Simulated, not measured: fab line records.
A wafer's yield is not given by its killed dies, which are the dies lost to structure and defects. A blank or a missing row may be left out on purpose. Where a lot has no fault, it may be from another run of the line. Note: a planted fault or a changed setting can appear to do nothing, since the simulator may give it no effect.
Commonality check across tools :: flow sky130 :: Lots sampled 13, wafers sampled 39

WHY THIS WAS OPENED
Of 13 lots, 1 have the reading VT_ADJUST_LVTN_2_TW flagged at SKY_VT_ADJUST_LVTN_TW_MEAS_21. Wafers without a fault read 187.9, standard deviation 1.1.
Rule: flag the lot when none of its wafers has a number, or when each of its wafers that has one lies beyond 4 standard deviations from that mean. The other lots count as sound.

lot: L804
measured: day 7 15:18
on: film_metro-01
VT_ADJUST_LVTN_2_TW, wafer by wafer: 187.1 188.1 187.6
flag: 

lot: L805
measured: day 7 22:30
on: film_metro-04
VT_ADJUST_LVTN_2_TW, wafer by wafer: 189.2 189.2 188.3
flag: 

lot: L806
measured: day 8 05:03
on: film_metro-03
VT_ADJUST_LVTN_2_TW, wafer by wafer: 187.4 186.9 186.9
flag: 

lot: L807
measured: day 8 12:02
on: film_metro-04
VT_ADJUST_LVTN_2_TW, wafer by wafer: 189.4 189.6 188.8
flag: 

lot: L808
measured: day 8 22:15
on: film_metro-04
VT_ADJUST_LVTN_2_TW, wafer by wafer: 189.8 189.8 189.0
flag: 

lot: L809
measured: day 9 03:48
on: film_metro-01
VT_ADJUST_LVTN_2_TW, wafer by wafer: 187.3 188.0 187.8
flag: 

lot: L810
measured: day 9 12:06
on: film_metro-04
VT_ADJUST_LVTN_2_TW, wafer by wafer: 190.1 190.0 190.6
flag: 

lot: L811
measured: day 9 17:52
on: film_metro-01
VT_ADJUST_LVTN_2_TW, wafer by wafer: 186.9 188.1 188.3
flag: 

lot: L820
measured: day 12 04:36
on: film_metro-04
VT_ADJUST_LVTN_2_TW, wafer by wafer: 30.1 30.1 30.3
flag: FLAGGED

lot: L823
measured: day 13 01:41
on: film_metro-03
VT_ADJUST_LVTN_2_TW, wafer by wafer: 186.8 187.0 186.0
flag: 

lot: L824
measured: day 13 12:27
on: film_metro-01
VT_ADJUST_LVTN_2_TW, wafer by wafer: 189.2 189.4 188.9
flag: 

lot: L825
measured: day 13 16:29
on: film_metro-03
VT_ADJUST_LVTN_2_TW, wafer by wafer: 186.9 187.0 186.9
flag: 

lot: L827
measured: day 14 04:45
on: film_metro-03
VT_ADJUST_LVTN_2_TW, wafer by wafer: 186.2 186.1 186.4
flag: 
The numbers of the flagged lots are 30.2 on average: -157.7 against the usual, or -99 or more standard deviations.

LOT BY LOT: THE TOOL USED
2 process steps preceding the reading are held in the record, out of 708 steps in the route. Read each cell as the tool, then ch plus the chambers that the sampled wafers visited, then the start.
lot: L804
flag: 
SKY_VT_ADJUST_LVTN_STRIP_09: plasma_asher-02 ch 0,1, day 6 19:59
SKY_VT_ADJUST_LVTN_STRIP_20: plasma_asher-02 ch 0,1, day 7 15:12

lot: L805
flag: 
SKY_VT_ADJUST_LVTN_STRIP_09: plasma_asher-01 ch 0,1, day 7 02:20
SKY_VT_ADJUST_LVTN_STRIP_20: plasma_asher-02 ch 1, day 7 22:23

lot: L806
flag: 
SKY_VT_ADJUST_LVTN_STRIP_09: plasma_asher-02 ch 0,1, day 7 08:21
SKY_VT_ADJUST_LVTN_STRIP_20: plasma_asher-04 ch 0,1, day 8 04:56

lot: L807
flag: 
SKY_VT_ADJUST_LVTN_STRIP_09: plasma_asher-04 ch 0,1, day 7 15:17
SKY_VT_ADJUST_LVTN_STRIP_20: plasma_asher-04 ch 0,1, day 8 11:56

lot: L808
flag: 
SKY_VT_ADJUST_LVTN_STRIP_09: plasma_asher-04 ch 0,1, day 8 01:05
SKY_VT_ADJUST_LVTN_STRIP_20: plasma_asher-01 ch 1, day 8 22:09

lot: L809
flag: 
SKY_VT_ADJUST_LVTN_STRIP_09: plasma_asher-02 ch 0,1, day 8 05:59
SKY_VT_ADJUST_LVTN_STRIP_20: plasma_asher-01 ch 0,1, day 9 03:43

lot: L810
flag: 
SKY_VT_ADJUST_LVTN_STRIP_09: plasma_asher-01 ch 0,1, day 8 13:42
SKY_VT_ADJUST_LVTN_STRIP_20: plasma_asher-01 ch 0,1, day 9 12:00

lot: L811
flag: 
SKY_VT_ADJUST_LVTN_STRIP_09: plasma_asher-01 ch 0,1, day 8 19:56
SKY_VT_ADJUST_LVTN_STRIP_20: plasma_asher-02 ch 0,1, day 9 17:45

lot: L820
flag: FLAGGED
SKY_VT_ADJUST_LVTN_STRIP_09: plasma_asher-01 ch 0,1, day 11 04:50
SKY_VT_ADJUST_LVTN_STRIP_20: plasma_asher-02 ch 0,1, day 12 04:30

lot: L823
flag: 
SKY_VT_ADJUST_LVTN_STRIP_09: plasma_asher-02 ch 0,1, day 12 00:09
SKY_VT_ADJUST_LVTN_STRIP_20: plasma_asher-01 ch 0,1, day 13 01:35

lot: L824
flag: 
SKY_VT_ADJUST_LVTN_STRIP_09: plasma_asher-04 ch 0,1, day 12 11:32
SKY_VT_ADJUST_LVTN_STRIP_20: plasma_asher-02 ch 0,1, day 13 12:20

lot: L825
flag: 
SKY_VT_ADJUST_LVTN_STRIP_09: plasma_asher-02 ch 0,1, day 12 15:14
SKY_VT_ADJUST_LVTN_STRIP_20: plasma_asher-01 ch 0,1, day 13 16:23

lot: L827
flag: 
SKY_VT_ADJUST_LVTN_STRIP_09: plasma_asher-02 ch 0,1, day 13 03:21
SKY_VT_ADJUST_LVTN_STRIP_20: plasma_asher-04 ch 0,1, day 14 04:39
What these steps do:
- SKY_VT_ADJUST_LVTN_STRIP_09: strips in O2/N2.
- SKY_VT_ADJUST_LVTN_STRIP_20: strips in O2/N2.
- SKY_VT_ADJUST_LVTN_TW_MEAS_21

FLAGGED AGAINST TOTAL, ONE TOOL AT A TIME (gauges that did the reading follow at the end)
step: SKY_VT_ADJUST_LVTN_STRIP_09
tool: plasma_asher-01
lots run: 4
flagged: 1
share of the flagged lots: all
sound lots run after its first flagged lot: 0

step: SKY_VT_ADJUST_LVTN_STRIP_09
tool: plasma_asher-02
lots run: 6
flagged: 0
share of the flagged lots: none
sound lots run after its first flagged lot: -

step: SKY_VT_ADJUST_LVTN_STRIP_09
tool: plasma_asher-04
lots run: 3
flagged: 0
share of the flagged lots: none
sound lots run after its first flagged lot: -

step: SKY_VT_ADJUST_LVTN_STRIP_20
tool: plasma_asher-01
lots run: 5
flagged: 0
share of the flagged lots: none
sound lots run after its first flagged lot: -

step: SKY_VT_ADJUST_LVTN_STRIP_20
tool: plasma_asher-02
lots run: 5
flagged: 1
share of the flagged lots: all
sound lots run after its first flagged lot: 1 (L824)

step: SKY_VT_ADJUST_LVTN_STRIP_20
tool: plasma_asher-04
lots run: 3
flagged: 0
share of the flagged lots: none
sound lots run after its first flagged lot: -

step: SKY_VT_ADJUST_LVTN_TW_MEAS_21
tool: film_metro-01
lots run: 4
flagged: 0
share of the flagged lots: none
sound lots run after its first flagged lot: -

step: SKY_VT_ADJUST_LVTN_TW_MEAS_21
tool: film_metro-03
lots run: 4
flagged: 0
share of the flagged lots: none
sound lots run after its first flagged lot: -

step: SKY_VT_ADJUST_LVTN_TW_MEAS_21
tool: film_metro-04
lots run: 5
flagged: 1
share of the flagged lots: all
sound lots run after its first flagged lot: 0

WHAT THE TABLE PERMITS
All flagged lots were run by 3 table rows, namely plasma_asher-01 at SKY_VT_ADJUST_LVTN_STRIP_09, plasma_asher-02 at SKY_VT_ADJUST_LVTN_STRIP_20, film_metro-04 at SKY_VT_ADJUST_LVTN_TW_MEAS_21.
- plasma_asher-01 at SKY_VT_ADJUST_LVTN_STRIP_09 ran 4 lots, 1 of them flagged. A fault beginning between L811 (day 8 19:56), its last sound lot, and L820 (day 11 04:50), its first flagged one, fits the data. Its own readings lie more than 4 standard deviations out on every wafer of the flagged lots: oes_product_au.
- plasma_asher-02 at SKY_VT_ADJUST_LVTN_STRIP_20 ran 5 lots, 1 of them flagged. After the first flagged lot (L824), sound lots still ran on it; a lasting fault on the whole tool would not permit that. Its own readings lie more than 4 standard deviations out on every wafer of the flagged lots: strip_time_to_endpoint_s.
- film_metro-04 at SKY_VT_ADJUST_LVTN_TW_MEAS_21 ran 5 lots, 1 of them flagged. A fault beginning between L810 (day 9 12:06), its last sound lot, and L820 (day 12 04:36), its first flagged one, fits the data.
These 2 tools cannot be told apart by counting lots, since each of them fits a fault that started at some hour. More lots, or a look at what each step does to the wafer, might.

WHAT WAS PUT IN BY THE SIMULATOR
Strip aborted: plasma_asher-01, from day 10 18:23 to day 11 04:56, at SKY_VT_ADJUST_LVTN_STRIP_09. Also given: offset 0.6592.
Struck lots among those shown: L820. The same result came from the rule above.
